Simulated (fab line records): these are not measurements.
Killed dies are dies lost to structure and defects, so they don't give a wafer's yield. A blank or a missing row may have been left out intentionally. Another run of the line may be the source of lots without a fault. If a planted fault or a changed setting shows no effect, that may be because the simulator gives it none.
Matching of chambers	flow gf180mcu	3 sister chambers for GF_V1_CVD_02 on pecvd-03
The step deposits SiO2 from TEOS, target thk 850 nm, time 94.851 s. 3 wafers are shown with their chamber, then 7 later ones without.

== WAFERS PAIRED WITH THEIR CHAMBERS ==
wafer	chamber	heater power w (W)
L467.5	1	550
L470.5	2	504
L478.5	0	628

== WAFERS WITH NO CHAMBER GIVEN ==
wafer	heater power w (W)
L478.6	481
L480.3	618
L480.4	636
L480.6	594
L482.2	608
L482.5	625
L482.6	652

== EACH ONE'S CHAMBER ==
wafer	from the rows above	in truth
L478.6	2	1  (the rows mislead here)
L480.3	0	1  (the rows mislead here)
L480.4	0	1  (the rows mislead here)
L480.6	can't be placed: 0 or 1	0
L482.2	can't be placed: 0 or 1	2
L482.5	0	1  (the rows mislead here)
L482.6	0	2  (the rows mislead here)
Correctly placed: 0 of 7. Cannot be placed on the basis of these rows: 2; the candidates contain the true chamber in 1. Number placed wrongly: 5.
How it was worked out, from the rows above alone: a wafer's distance from a chamber is the root of the sum, over the readings, of the square of ((its reading less the chamber's mean) divided by the reading's scatter). The wafer belongs to the nearest chamber; if the next one is less than 2 further off, it can't be placed. The mean given for a chamber averages the wafers shown for that chamber. The scatter (one wafer shown for each chamber): square how far every hidden wafer sits from the nearest shown wafer, average those squares and take the square root.
